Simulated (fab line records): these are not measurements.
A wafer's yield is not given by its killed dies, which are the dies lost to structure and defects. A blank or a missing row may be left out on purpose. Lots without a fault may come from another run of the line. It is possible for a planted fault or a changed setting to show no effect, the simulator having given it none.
One fault through the eyes of 2 desks | flow sfq_line | each desk holds nothing but its own numbers, with what lay behind them at the end

## AT THE METROLOGY DESK
What the gauges read for every lot (on any tool): the sampled wafers with a number, averaged. If a lot's mean is further than 4 standard deviations from the usual mean, the lot is out of limits and carries the mark OUT (the distance appears in the brackets).
Columns: A = I0_OVL at SFQ_I0_OVL_MEAS_908, usual 2 nm; B = M2_OVL at SFQ_M2_OVL_MEAS_916, usual 0 nm
lot  | first seen here | A  | B
L583 | day 13 06:26    | 0  | -4
L584 | day 13 14:50    | 2  | 4
L585 | day 13 20:50    | 3  | 3
L586 | day 15 02:22    | 0  | -7
L587 | day 15 08:22    | -9 | 2
L589 | day 15 20:12    | -4 | 2
L591 | day 16 11:48    | 8  | 5
L592 | day 23 01:33    | 7  | 1
L593 | day 23 11:10    | 6  | -1
L594 | day 24 00:21    | -1 | 11
L599 | day 25 10:04    | -3 | -3
L603 | day 28 00:32    | -3 | 8
L604 | day 28 11:19    | 7  | -6
L605 | day 28 20:56    | 1  | 0
This desk's finding: nothing out of limits on any of the 14 lots.

## DESK OF THE TOOL OWNER: cmp-02
The tool's own readings at SFQ_TRILAYER_I2_CMP_CMP_064 (polishes SiO2): means of the sampled wafers that have a number, for each lot that ran on this tool. If a lot's mean is further than 4 standard deviations from the usual mean, the lot is out of limits and carries the mark OUT (the distance appears in the brackets).
Columns: A = head_pressure_psi at SFQ_TRILAYER_I2_CMP_CMP_064, usual 3.000 psi; B = motor_current_A at SFQ_TRILAYER_I2_CMP_CMP_064, usual 10.4 A; C = slurry_filter_dp_kPa at SFQ_TRILAYER_I2_CMP_CMP_064, usual 13.52 kPa; D = time_to_endpoint_s at SFQ_TRILAYER_I2_CMP_CMP_064, usual 217 s
lot  | first seen here | A     | B    | C     | D
L583 | day 26 05:05    | 3.001 | 10.6 | 13.49 | 219
L586 | day 28 14:08    | 3.004 | 10.5 | 13.56 | 218
L591 | day 36 14:47    | 3.000 | 10.3 | 13.49 | 221
L592 | day 36 23:17    | 2.993 | 10.9 | 13.57 | 216
L593 | day 37 14:17    | 3.000 | 11.1 | 13.54 | 207
L594 | day 38 02:17    | 3.007 | 11.2 | 13.37 | 208
L599 | day 39 17:17    | 2.989 | 10.8 | 13.49 | 217
L603 | day 41 03:07    | 2.997 | 11.1 | 13.51 | 233
L604 | day 41 15:02    | 2.994 | 11.1 | 13.47 | 224
This desk's finding: nothing out of limits on any of the 9 lots.

## ALL TOGETHER
Nothing out of limits was seen by the metrology desk.
Nothing out of limits was seen by the tool owner's desk.

## WHAT THE SIMULATOR HAD INSERTED
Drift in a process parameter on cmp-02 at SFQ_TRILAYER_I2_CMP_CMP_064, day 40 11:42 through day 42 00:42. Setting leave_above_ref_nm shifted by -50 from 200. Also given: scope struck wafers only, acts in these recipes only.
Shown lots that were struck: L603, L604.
